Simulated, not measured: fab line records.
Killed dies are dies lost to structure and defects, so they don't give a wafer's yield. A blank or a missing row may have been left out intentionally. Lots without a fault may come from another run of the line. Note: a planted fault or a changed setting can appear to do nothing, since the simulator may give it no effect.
Problem report in the 8D (eight disciplines) form, filled by code    flow sky130    the parts of the form that need people (team, actions taken, sign-off) are left out

1. THE PROBLEM
Wafers free of any fault read 5.72 nm (standard deviation 0.091) for SONOS_ONO_CVD_04_THK at SKY_SONOS_ONO_THK_MEAS_05, against a mean of 6.38 nm on 9 wafers of 3 lots. That puts it +7.2 standard deviations away from the usual mean.
Seen first at day 15 10:09 on film_metro-04, wafer L998.2. The record has a number at this step for 39 wafers belonging to 13 lots. Rule for "out" (also "out of limits"): further than 4 standard deviations from the usual mean. The other wafers with a number count as sound.

2. WHAT IT IS, AND WHAT IT ISN'T
question                     is                            is not
which readings at this step  SONOS_ONO_CVD_04_THK          -
which lots                   L100, L998, L999              L107, L108, L110, L987, L988, L989, L990, L991, L992, L994
which wafers of those lots   all that have a number        -
read on which gauges         film_metro-01, film_metro-04  film_metro-03
when                         from day 15 10:09             up to then (21 sound wafers); but 9 sound wafers of L107, L108, L110 came after

3. WHAT RULES OUT EACH SUSPECT
Counting: a tool stays on the suspect list if, at a process step up to the reading, it processed all lots that are out and no sound lot following the first of them.
- the gauge at SKY_SONOS_ONO_THK_MEAS_05 has been ruled out. The wafers that are out were read on 2 gauges (film_metro-01, film_metro-04).
- lpcvd-03 at SKY_SONOS_ONO_CVD_04 (deposits SiO2 from SiH4/N2O, target thk 5.7199 nm): ruled out as a lasting fault. Following L998 (day 15 08:53), the first lot on it that is out, the sound lots L107, L108, L110 were run on it.
Left after counting: nothing in the record.

4. THE CAUSE (what the simulator had put in)
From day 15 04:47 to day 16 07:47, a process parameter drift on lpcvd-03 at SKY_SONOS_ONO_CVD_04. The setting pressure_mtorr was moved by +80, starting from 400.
Counting ruled it out, wrongly: the rule takes a fault to strike every lot that its tool runs from its start on, and this one did not.

5. SEQUENCE OF EFFECTS, ordered by route
Each row: a reading where the mean over the struck wafers with a number is more than 3 standard deviations away from the usual. Readings are gone through only where the record gives a usual standard deviation; hours: the median, over the lots, of the time from a lot's start at the first step in this table giving one to that lot's start at this step; sigmas: the change measured in usual standard deviations.
hours  step                       reading               usual        on struck wafers  change  sigmas
0      SKY_SONOS_ONO_CVD_04       pressure_mtorr        400.0 mTorr  479.8             +79.8   +93
1      SKY_SONOS_ONO_THK_MEAS_05  SONOS_ONO_CVD_04_THK  5.72 nm      6.38              +0.66   +7.2
It contains these process steps:
- SKY_SONOS_ONO_CVD_04: deposits SiO2 from SiH4/N2O, target thk 5.7199 nm.
Later steps that measure or inspect, where all struck wafers having a row at the step show a number for every such reading and not one has moved that far: SKY_SONOS_ONO_OVL_MEAS_14.

6. HOW IT WOULD HAVE BEEN CAUGHT EARLIER
5 hours passed between the start of the fault at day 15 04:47 and the first reading out of limits at a measuring or inspecting step in this record, taken at day 15 10:09.
At SKY_SONOS_ONO_CVD_04, the tool's own readings (pressure_mtorr) were out on each struck wafer the step has a row for, so an alarm limit on them would have fired on the first such wafer.
